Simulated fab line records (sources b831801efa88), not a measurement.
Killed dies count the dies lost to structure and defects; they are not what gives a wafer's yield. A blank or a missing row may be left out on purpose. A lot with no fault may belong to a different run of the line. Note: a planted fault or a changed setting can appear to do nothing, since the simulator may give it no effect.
The tool behind it: which one? :: flow gf180mcu :: Sampling: 12 lots, 36 wafers, 6 of 602 route steps

WHAT THE GAUGES READ, wafer by wafer
GF_STI_BOW_MEAS_00.
lot: L368
measured: day 1 10:01
on: film metro-04
INCOMING_BOW (um): 2 -2 -4

lot: L370
measured: day 1 20:01
on: film metro-02
INCOMING_BOW (um): 7 -3 2

lot: L371
measured: day 2 01:00
on: film metro-03
INCOMING_BOW (um): 3 -7 -5

lot: L372
measured: day 2 06:01
on: film metro-04
INCOMING_BOW (um): 0 0 0

lot: L376
measured: day 3 02:00
on: film metro-02
INCOMING_BOW (um): 4 8 -13

lot: L381
measured: day 4 03:01
on: film metro-04
INCOMING_BOW (um): 1 -5 -9

lot: L382
measured: day 4 08:01
on: film metro-04
INCOMING_BOW (um): 5 7 11

lot: L383
measured: day 4 13:01
on: film metro-02
INCOMING_BOW (um): 0 3 1

lot: L385
measured: day 4 23:00
on: film metro-02
INCOMING_BOW (um): 7 -8 -4

lot: L388
measured: day 5 14:01
on: film metro-03
INCOMING_BOW (um): 1 5 -14

lot: L390
measured: day 6 00:02
on: film metro-04
INCOMING_BOW (um): 1 2 2

lot: L391
measured: day 6 05:00
on: film metro-03
INCOMING_BOW (um): 2 -7 3

GF_MVSD_TW_MEAS_11.
lot: L368
measured: day 4 13:16
on: film metro-01
MVSD_TW: 1585 1574 1574

lot: L370
measured: day 4 22:13
on: film metro-03
MVSD_TW: 1563 1581 1564

lot: L371
measured: day 5 04:31
on: film metro-03
MVSD_TW: 1578 1580 1577

lot: L372
measured: day 5 09:52
on: film metro-01
MVSD_TW: 1568 1568 1568

lot: L376
measured: day 6 08:24
on: film metro-03
MVSD_TW: 1502 1510 1502 1507 1512 1497

lot: L381
measured: day 7 18:17
on: film metro-03
MVSD_TW: 1514 1511 1514 1507 1506 1512

lot: L382
measured: day 8 01:46
on: film metro-03
MVSD_TW: 1548 1551 1561

lot: L383
measured: day 8 04:41
on: film metro-01
MVSD_TW: 1587 1588 1589

lot: L385
measured: day 9 00:20
on: film metro-02
MVSD_TW: 1572 1580 1573

lot: L388
measured: day 9 13:08
on: film metro-03
MVSD_TW: 1564 1566 1574

lot: L390
measured: day 9 23:05
on: film metro-01
MVSD_TW: 1578 1562 1572

lot: L391
measured: day 10 05:15
on: film metro-03
MVSD_TW: 1575 1571 1567

GF_VT_IMPLANT_OVL_MEAS_07.
lot: L368
measured: day 5 17:04
on: overlay-02
VT_IMPLANT_OVL (nm): 2.4 2.2 4.3

lot: L370
measured: day 6 02:39
on: overlay-02
VT_IMPLANT_OVL (nm): 2.2 2.7 2.0

lot: L371
measured: day 6 09:31
on: overlay-01
VT_IMPLANT_OVL (nm): 3.9 4.9 5.6

lot: L372
measured: day 6 15:25
on: overlay-01
VT_IMPLANT_OVL (nm): -0.5 1.4 0.7

lot: L376
measured: day 7 15:40
on: overlay-01
VT_IMPLANT_OVL (nm): 3.1 2.1 1.6

lot: L381
measured: day 9 02:49
on: overlay-01
VT_IMPLANT_OVL (nm): 2.9 3.3 1.4

lot: L382
measured: day 9 10:12
on: overlay-01
VT_IMPLANT_OVL (nm): 1.3 -1.2 0.2

lot: L383
measured: day 9 15:01
on: overlay-01
VT_IMPLANT_OVL (nm): 0.5 0.3 0.3

lot: L385
measured: day 10 11:40
on: overlay-02
VT_IMPLANT_OVL (nm): 0.2 0.1 0.2

lot: L388
measured: day 11 00:33
on: overlay-01
VT_IMPLANT_OVL (nm): 3.7 1.0 2.3

lot: L390
measured: day 11 12:34
on: overlay-02
VT_IMPLANT_OVL (nm): 0.9 1.2 1.3

lot: L391
measured: day 11 19:01
on: overlay-01
VT_IMPLANT_OVL (nm): 2.2 2.2 0.6

GF_VT_IMPLANT_RS_MEAS_46: measures by four-point-probe.
lot: L368
measured: day 7 15:32
on: film metro-02
MVSD_RS (ohm/sq): 455.2 456.8 455.5

lot: L370
measured: day 8 02:19
on: film metro-03
MVSD_RS (ohm/sq): 456.5 455.3 455.1

lot: L371
measured: day 8 09:44
on: film metro-02
MVSD_RS (ohm/sq): 456.2 455.9 456.8

lot: L372
measured: day 8 17:16
on: film metro-03
MVSD_RS (ohm/sq): 457.6 457.6 458.3

lot: L376
measured: day 9 19:42
on: film metro-03
MVSD_RS (ohm/sq): 488.9 488.9 488.0 488.6 488.8 488.8

lot: L381
measured: day 11 09:37
on: film metro-03
MVSD_RS (ohm/sq): 489.2 489.3 489.9 489.7 488.8 490.2

lot: L382
measured: day 11 19:41
on: film metro-01
MVSD_RS (ohm/sq): 459.9 457.9 458.2

lot: L383
measured: day 11 22:08
on: film metro-03
MVSD_RS (ohm/sq): 456.6 457.8 456.7

lot: L385
measured: day 12 20:12
on: film metro-02
MVSD_RS (ohm/sq): 455.8 456.3 456.4

lot: L388
measured: day 13 10:31
on: film metro-01
MVSD_RS (ohm/sq): 456.5 456.1 455.3

lot: L390
measured: day 13 23:59
on: film metro-02
MVSD_RS (ohm/sq): 456.6 457.5 455.6

lot: L391
measured: day 14 06:48
on: film metro-03
MVSD_RS (ohm/sq): 455.0 456.6 456.3

WHICH TOOL RAN EACH LOT (tool, then ch and the chambers of the sampled wafers, then the start)
lot: L368
GF_MVSD_IMPLANT_08: implanter-01 ch 0, day 4 12:53
GF_VT_IMPLANT_STRIP_20: plasma asher-03 ch 0, day 6 08:27

lot: L370
GF_MVSD_IMPLANT_08: implanter-03 ch 0, day 4 21:50
GF_VT_IMPLANT_STRIP_20: plasma asher-02 ch 0,1, day 6 18:20

lot: L371
GF_MVSD_IMPLANT_08: implanter-03 ch 0, day 5 04:07
GF_VT_IMPLANT_STRIP_20: plasma asher-03 ch 0,1, day 7 00:57

lot: L372
GF_MVSD_IMPLANT_08: implanter-01 ch 0, day 5 09:29
GF_VT_IMPLANT_STRIP_20: plasma asher-03 ch 0,1, day 7 07:29

lot: L376
GF_MVSD_IMPLANT_08: implanter-03 ch 0, day 6 08:00
GF_VT_IMPLANT_STRIP_20: plasma asher-04 ch 0,1, day 8 08:36

lot: L381
GF_MVSD_IMPLANT_08: implanter-03 ch 0, day 7 17:54
GF_VT_IMPLANT_STRIP_20: plasma asher-04 ch 0,1, day 9 20:39

lot: L382
GF_MVSD_IMPLANT_08: implanter-01 ch 0, day 8 01:23
GF_VT_IMPLANT_STRIP_20: plasma asher-02 ch 0,1, day 10 04:18

lot: L383
GF_MVSD_IMPLANT_08: implanter-02 ch 0, day 8 04:19
GF_VT_IMPLANT_STRIP_20: plasma asher-04 ch 0,1, day 10 09:03

lot: L385
GF_MVSD_IMPLANT_08: implanter-02 ch 0, day 8 23:56
GF_VT_IMPLANT_STRIP_20: plasma asher-02 ch 0,1, day 11 06:35

lot: L388
GF_MVSD_IMPLANT_08: implanter-01 ch 0, day 9 12:46
GF_VT_IMPLANT_STRIP_20: plasma asher-02 ch 0,1, day 11 19:29

lot: L390
GF_MVSD_IMPLANT_08: implanter-02 ch 0, day 9 22:43
GF_VT_IMPLANT_STRIP_20: plasma asher-04 ch 0,1, day 12 07:11

lot: L391
GF_MVSD_IMPLANT_08: implanter-03 ch 0, day 10 04:51
GF_VT_IMPLANT_STRIP_20: plasma asher-04 ch 0,1, day 12 13:38
- GF_MVSD_IMPLANT_08
- GF_VT_IMPLANT_STRIP_20: strips in O2/N2.

AS READ BY THE TOOLS THEMSELVES (means over the sampled wafers that have a number; for cases with no such wafer, the mark the record gives instead)
GF_MVSD_IMPLANT_08.
lot: L368
tool: implanter-01
dose ions cm2: 1.6005e+13
faraday current uA: 90.2

lot: L370
tool: implanter-03
dose ions cm2: 1.6027e+13
faraday current uA: 89.5

lot: L371
tool: implanter-03
dose ions cm2: 1.6009e+13
faraday current uA: 90.5

lot: L372
tool: implanter-01
dose ions cm2: 1.5999e+13
faraday current uA: 90.3

lot: L376
tool: implanter-03
dose ions cm2: 1.3968e+13
faraday current uA: 80.1

lot: L381
tool: implanter-03
dose ions cm2: 1.3967e+13
faraday current uA: 79.1

lot: L382
tool: implanter-01
dose ions cm2: 1.6010e+13
faraday current uA: 88.7

lot: L383
tool: implanter-02
dose ions cm2: 1.5995e+13
faraday current uA: 90.4

lot: L385
tool: implanter-02
dose ions cm2: 1.5990e+13
faraday current uA: 91.3

lot: L388
tool: implanter-01
dose ions cm2: 1.6001e+13
faraday current uA: 90.0

lot: L390
tool: implanter-02
dose ions cm2: 1.5974e+13
faraday current uA: 90.0

lot: L391
tool: implanter-03
dose ions cm2: 1.5999e+13
faraday current uA: 89.0

GF_VT_IMPLANT_STRIP_20.
lot: L368
tool: plasma asher-03
drypump motor current A (A): 6.0
heater power w (W): 298
oes product au (a.u.): 0.720
strip time to endpoint s (s): 12.69

lot: L370
tool: plasma asher-02
drypump motor current A (A): 6.0
heater power w (W): 335
oes product au (a.u.): 0.715
strip time to endpoint s (s): 12.66

lot: L371
tool: plasma asher-03
drypump motor current A (A): 5.6
heater power w (W): 369
oes product au (a.u.): 0.719
strip time to endpoint s (s): 12.65

lot: L372
tool: plasma asher-03
drypump motor current A (A): 5.8
heater power w (W): 336
oes product au (a.u.): 0.715
strip time to endpoint s (s): 12.66

lot: L376
tool: plasma asher-04
drypump motor current A (A): 5.4
heater power w (W): 287
oes product au (a.u.): 0.714
strip time to endpoint s (s): 12.62

lot: L381
tool: plasma asher-04
drypump motor current A (A): 5.4
heater power w (W): 290
oes product au (a.u.): 0.717
strip time to endpoint s (s): 12.61

lot: L382
tool: plasma asher-02
drypump motor current A (A): 6.0
heater power w (W): 347
oes product au (a.u.): 0.714
strip time to endpoint s (s): 12.66

lot: L383
tool: plasma asher-04
drypump motor current A (A): 5.4
heater power w (W): 291
oes product au (a.u.): 0.713
strip time to endpoint s (s): 12.66

lot: L385
tool: plasma asher-02
drypump motor current A (A): 5.8
heater power w (W): 316
oes product au (a.u.): 0.715
strip time to endpoint s (s): 12.63

lot: L388
tool: plasma asher-02
drypump motor current A (A): 6.0
heater power w (W): 335
oes product au (a.u.): 0.715
strip time to endpoint s (s): 12.59

lot: L390
tool: plasma asher-04
drypump motor current A (A): 5.6
heater power w (W): 297
oes product au (a.u.): 0.716
strip time to endpoint s (s): 12.62

lot: L391
tool: plasma asher-04
drypump motor current A (A): 5.6
heater power w (W): 306
oes product au (a.u.): 0.715
strip time to endpoint s (s): 12.65

THE ANSWER, worked out from the rows above alone
Rule: usual is defined by the lots themselves. Put in order of their means at a reading, lots are off if they are a third of the lots or fewer, leave a main group of 4 or more, and stand apart from it by a gap of 3 or more times the standard deviation of the main group's means; of several such gaps the widest counts. A main group is skipped when, at the precision printed for the reading in the tables above, its means are all equal. Also off: a lot with no number at a reading for which 4 or more lots have one. Where the step has rows for the other lots, those lots are counted as sound. First the gauges in route order, then the tools' own readings, where a lot's mean is used as printed above. The first step at which some lot is off is used, and at that step the reading that is off furthest; a lot without a number counts as furthest.
Off: at GF_MVSD_TW_MEAS_11 (MVSD_TW), L376, L381. The main group: mean 1572, standard deviation 8.5.
A tool fits if, at a process step before that reading, it ran every lot that is off, and no sound lot after the first of them. The gauges at GF_MVSD_TW_MEAS_11 aren't tried: what is off there is off at GF_MVSD_IMPLANT_08 too, on other tools, and a gauge's error can't cause that. Of those tried, none fits.

WHAT THE SIMULATOR HAD PUT IN
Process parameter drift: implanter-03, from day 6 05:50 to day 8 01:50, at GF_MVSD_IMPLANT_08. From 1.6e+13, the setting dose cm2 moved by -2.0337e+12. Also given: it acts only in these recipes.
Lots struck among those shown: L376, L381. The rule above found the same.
